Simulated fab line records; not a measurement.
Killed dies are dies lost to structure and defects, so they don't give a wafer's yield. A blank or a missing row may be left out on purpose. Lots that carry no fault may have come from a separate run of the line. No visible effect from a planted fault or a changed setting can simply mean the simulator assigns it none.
8D (eight disciplines) problem report, filled in by code || flow gf180mcu || the parts of the form that need people (team, actions taken, sign-off) are left out

1. PROBLEM STATEMENT
A mean of 0.3160 Pa is read at GF_MIM_SPUTTER_08 for chamber pressure pa, taken on 1 wafer of 1 lot, against 0.3999 Pa (standard deviation 0.00076) on wafers free of any fault. That is -99 or more standard deviations from the usual mean.
The step: material AlCu, target thk 200 nm, time 10.6 s.
The first sign was on wafer L734.2 at day 29 00:52, on pvd sputter-03. The record has a number at this step for 39 wafers belonging to 13 lots. By rule, "out" or "out of limits" means more than 4 standard deviations away from the usual mean. The other wafers with a number count as sound.

2. WHAT IT IS; WHAT IT IS NOT
{"question": "which readings at this step", "is": "chamber pressure pa, throttle valve pct", "is not": "-"}
{"question": "which lots", "is": "L734", "is not": "L721, L722, L723, L724, L725, L726, L731, L736, L737, L738, L740, L741"}
{"question": "which wafers of those lots", "is": "L734.2", "is not": "L734.3, L734.4"}
{"question": "read on which tools", "is": "pvd sputter-03", "is not": "pvd sputter-02, pvd sputter-04"}
{"question": "when", "is": "from day 29 00:52", "is not": "up to then (23 sound wafers); but 15 sound wafers of L736, L737, L738, L740, L741 came after"}

3. THE SUSPECTS, EACH WITH WHAT RULES IT OUT
Counting: a tool at a process step up to the reading stays a suspect if it ran every lot that is out. Sound lots after the first of them don't rule it out here, since some wafers of a struck lot are sound.
- plasma asher-04 at GF_V3_STRIP_18 (strips in O2/N2): kept. It processed L734, the lot that is out, at day 26 21:21, and its most recent sound lot before then was L723 at day 23 06:10.
- pvd sputter-01 at GF_M4_SPUTTER_01 (material TiN, target thk 30 nm, time 25 s): kept. It processed L734, the lot that is out, at day 26 22:43, and its most recent sound lot before then was L725 at day 23 22:45.
- pvd sputter-03 at GF_MIM_SPUTTER_08 (material AlCu, target thk 200 nm, time 10.6 s): kept. It processed L734, the lot that is out, at day 29 00:52, and its most recent sound lot before then was L731 at day 28 14:46. Out on those wafers are its own readings of chamber pressure pa, throttle valve pct.
Still standing after the count: plasma asher-04 at GF_V3_STRIP_18, pvd sputter-01 at GF_M4_SPUTTER_01, pvd sputter-03 at GF_MIM_SPUTTER_08.

4. THE CAUSE (what the simulator had put in)
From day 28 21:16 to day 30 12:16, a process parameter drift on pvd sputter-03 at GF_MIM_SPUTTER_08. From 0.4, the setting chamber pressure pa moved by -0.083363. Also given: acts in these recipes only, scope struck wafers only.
3 suspects survive the count, and this tool is in that group.

5. THE EFFECT CHAIN, in route order
One row per reading whose mean, taken over the struck wafers that have a number, lies over 3 standard deviations from the usual. Scope: only readings with a usual standard deviation given in the record; hours: median across lots of the time from each lot's start at the first step in this table that gives one to its start at this step; sigmas: change in usual standard deviations.
{"hours": 0, "step": "GF_MIM_SPUTTER_08", "reading": "chamber pressure pa", "usual": "0.3999 Pa", "on struck wafers": 0.3160, "change": -0.0839, "sigmas": "-99 or more"}
{"hours": 0, "step": "GF_MIM_SPUTTER_08", "reading": "throttle valve pct", "usual": "30.4 %", "on struck wafers": 35.0, "change": "+4.6", "sigmas": "+5.9"}
Process steps it contains:
- GF_MIM_SPUTTER_08: material AlCu, target thk 200 nm, time 10.6 s.

6. HOW IT WOULD HAVE BEEN CAUGHT EARLIER
The fault began at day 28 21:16; the first out-of-limits reading in this record came at day 29 00:52, 4 hours later.
